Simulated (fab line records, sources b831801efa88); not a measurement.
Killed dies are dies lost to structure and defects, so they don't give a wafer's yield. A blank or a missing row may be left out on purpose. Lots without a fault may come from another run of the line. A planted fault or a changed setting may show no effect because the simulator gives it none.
Which tool did it? | flow sky130 | 11 lots, 33 wafers sampled, at 5 steps of a route of 708

WHAT THE GAUGES READ, wafer by wafer
SKY_SD_P_CD_MEAS_07: target cd 380 nm.
lot  | measured     | on        | cd_nm (nm)
L969 | day 25 04:48 | cd_sem-01 | 377.5 377.2 376.6
L971 | day 26 03:52 | cd_sem-01 | 381.1 381.7 384.5
L973 | day 27 03:39 | cd_sem-02 | 379.7 377.5 378.9
L974 | day 27 05:41 | cd_sem-02 | 380.6 383.9 380.3
L976 | day 27 21:42 | cd_sem-01 | 378.4 379.5 380.7
L979 | day 28 19:56 | cd_sem-02 | 381.9 380.5 382.2
L980 | day 29 03:28 | cd_sem-01 | 382.9 380.3 382.4
L982 | day 29 23:54 | cd_sem-02 | 379.0 378.8 378.7
L983 | day 30 04:37 | cd_sem-02 | 362.1 378.6 377.5
L985 | day 31 01:12 | cd_sem-02 | 361.7 379.8 379.7
L989 | day 32 12:55 | cd_sem-01 | 375.4 377.5 377.2

SKY_SD_P_OVL_MEAS_08.
lot  | measured     | on         | SD_P_OVL (nm)
L969 | day 25 04:55 | overlay-02 | -0.3 1.6 0.3
L971 | day 26 03:58 | overlay-01 | 2.5 2.2 3.8
L973 | day 27 03:46 | overlay-02 | -0.4 -2.0 0.7
L974 | day 27 05:48 | overlay-02 | -0.2 0.1 0.4
L976 | day 27 21:49 | overlay-01 | 3.9 2.3 4.0
L979 | day 28 20:03 | overlay-01 | 1.4 2.5 3.0
L980 | day 29 03:32 | overlay-02 | -0.2 0.7 -0.2
L982 | day 30 00:02 | overlay-02 | 0.7 2.1 0.0
L983 | day 30 04:44 | overlay-02 | 2.7 2.1 2.5
L985 | day 31 01:19 | overlay-02 | 0.7 0.8 1.3
L989 | day 32 13:02 | overlay-02 | 1.4 -0.1 0.8

WHICH TOOL RAN EACH LOT (tool, then ch and the chambers of the sampled wafers, then the start)
lot  | SKY_SPACER_ETCHBACK_02             | SKY_POLY_CUT_STRIP_12                | SKY_SD_P_EXPOSE_04
L969 | rie_diel-02 ch 0,2, day 22 16:10   | plasma_asher-04 ch 0,1, day 23 23:02 | iline_stepper-02 ch 0, day 24 14:26
L971 | rie_diel-04 ch 0,1,2, day 23 16:36 | plasma_asher-03 ch 0,1, day 24 22:52 | iline_stepper-02 ch 0, day 25 13:29
L973 | rie_diel-04 ch 0,1,2, day 24 16:58 | plasma_asher-04 ch 0,1, day 25 22:10 | iline_stepper-02 ch 0, day 26 12:27
L974 | rie_diel-02 ch 0,1, day 24 18:10   | plasma_asher-03 ch 0,1, day 26 00:25 | iline_stepper-01 ch 0, day 26 15:50
L976 | rie_diel-04 ch 0,1,2, day 25 12:21 | plasma_asher-03 ch 0,1, day 26 17:10 | iline_stepper-01 ch 0, day 27 07:37
L979 | rie_diel-02 ch 0,1,3, day 26 10:21 | plasma_asher-04 ch 0,1, day 27 15:38 | iline_stepper-02 ch 0, day 28 06:45
L980 | rie_diel-02 ch 0,1,3, day 26 18:29 | plasma_asher-03 ch 0,1, day 27 23:34 | iline_stepper-02 ch 0, day 28 14:10
L982 | rie_diel-04 ch 0,2,3, day 27 15:11 | plasma_asher-04 ch 0,1, day 28 19:52 | iline_stepper-01 ch 0, day 29 10:41
L983 | rie_diel-04 ch 1,2, day 27 20:22   | plasma_asher-04 ch 0, day 29 01:02   | iline_stepper-02 ch 0, day 29 15:33
L985 | rie_diel-04 ch 0,1,3, day 28 18:17 | plasma_asher-02 ch 0,1, day 29 22:34 | iline_stepper-02 ch 0, day 30 11:35
L989 | rie_diel-02 ch 1,3, day 30 07:43   | plasma_asher-04 ch 0,1, day 31 10:41 | iline_stepper-01 ch 0, day 31 23:29
- SKY_SPACER_ETCHBACK_02: etches Si3N4 in CH3F/O2, stops on SiO2, time 46.7 s, target depth 45 nm.
- SKY_POLY_CUT_STRIP_12: strips in O2/N2.
- SKY_SD_P_EXPOSE_04: exposes mask PSDM, target cd 380 nm.

WHAT THE TOOLS THEMSELVES READ (means of the sampled wafers that have a number; where no wafer has one, the mark that the record gives instead)
SKY_SPACER_ETCHBACK_02.
lot  | tool        | drypump_motor_current_A (A) | oes_product_au (a.u.) | throttle_valve_pct (%)
L969 | rie_diel-02 | 5.77                        | 0.856                 | 10.562
L971 | rie_diel-04 | 5.75                        | 0.863                 | 10.576
L973 | rie_diel-04 | 5.74                        | 0.857                 | 10.567
L974 | rie_diel-02 | 5.73                        | 0.857                 | 10.562
L976 | rie_diel-04 | 5.75                        | 0.854                 | 10.566
L979 | rie_diel-02 | 6.01                        | 0.847                 | 10.562
L980 | rie_diel-02 | 5.99                        | 0.858                 | 10.552
L982 | rie_diel-04 | 5.56                        | 0.847                 | 10.561
L983 | rie_diel-04 | 5.90                        | 0.854                 | 10.558
L985 | rie_diel-04 | 5.57                        | 0.859                 | 10.567
L989 | rie_diel-02 | 6.01                        | 0.855                 | 10.573

SKY_POLY_CUT_STRIP_12.
lot  | tool            | drypump_motor_current_A (A) | oes_product_au (a.u.) | strip_time_to_endpoint_s (s)
L969 | plasma_asher-04 | 5.7                         | 0.451                 | 5.369
L971 | plasma_asher-03 | 6.0                         | 0.452                 | 5.328
L973 | plasma_asher-04 | 5.7                         | 0.449                 | 5.361
L974 | plasma_asher-03 | 6.1                         | 0.450                 | 5.356
L976 | plasma_asher-03 | 6.1                         | 0.453                 | 5.359
L979 | plasma_asher-04 | 5.8                         | 0.453                 | 5.364
L980 | plasma_asher-03 | 6.0                         | 0.448                 | 5.347
L982 | plasma_asher-04 | 5.9                         | 0.455                 | 5.351
L983 | plasma_asher-04 | 5.9                         | 0.452                 | 5.343
L985 | plasma_asher-02 | 5.3                         | 0.453                 | 5.362
L989 | plasma_asher-04 | 5.7                         | 0.454                 | 5.358

SKY_SD_P_EXPOSE_04.
lot  | tool             | exposure_dose_mJ_cm2 | stage_vel_mm_s (mm/s)
L969 | iline_stepper-02 | 138.14               | 499.71
L971 | iline_stepper-02 | 138.01               | 500.01
L973 | iline_stepper-02 | 138.11               | 500.08
L974 | iline_stepper-01 | 138.10               | 499.81
L976 | iline_stepper-01 | 138.12               | 500.13
L979 | iline_stepper-02 | 137.90               | 499.82
L980 | iline_stepper-02 | 137.86               | 499.94
L982 | iline_stepper-01 | 137.91               | 500.34
L983 | iline_stepper-02 | 138.20               | 500.04
L985 | iline_stepper-02 | 138.08               | 499.87
L989 | iline_stepper-01 | 137.92               | 500.29

THE ANSWER, worked out from the rows above alone
Rule: what is usual is taken from the lots themselves. Put in order of their means at a reading, lots are off if they are a third of the lots or fewer, leave a main group of 4 or more, and stand apart from it by a gap of 3 or more times the standard deviation of the main group's means; of several such gaps the widest counts. A main group whose means are all the same, to the digits that the tables above print for the reading, isn't used. A lot without any number at a reading at which 4 lots or more have one is off too. The other lots that the step has rows for count as sound. The gauges are gone through in route order, then the tools' own readings, and for those a lot's mean is taken as printed above. The first step at which some lot is off is used, and at that step the reading that is off furthest; a lot without a number counts as furthest.
No lot is off at any reading shown: from this, nothing can be told.

WHAT THE SIMULATOR HAD PUT IN
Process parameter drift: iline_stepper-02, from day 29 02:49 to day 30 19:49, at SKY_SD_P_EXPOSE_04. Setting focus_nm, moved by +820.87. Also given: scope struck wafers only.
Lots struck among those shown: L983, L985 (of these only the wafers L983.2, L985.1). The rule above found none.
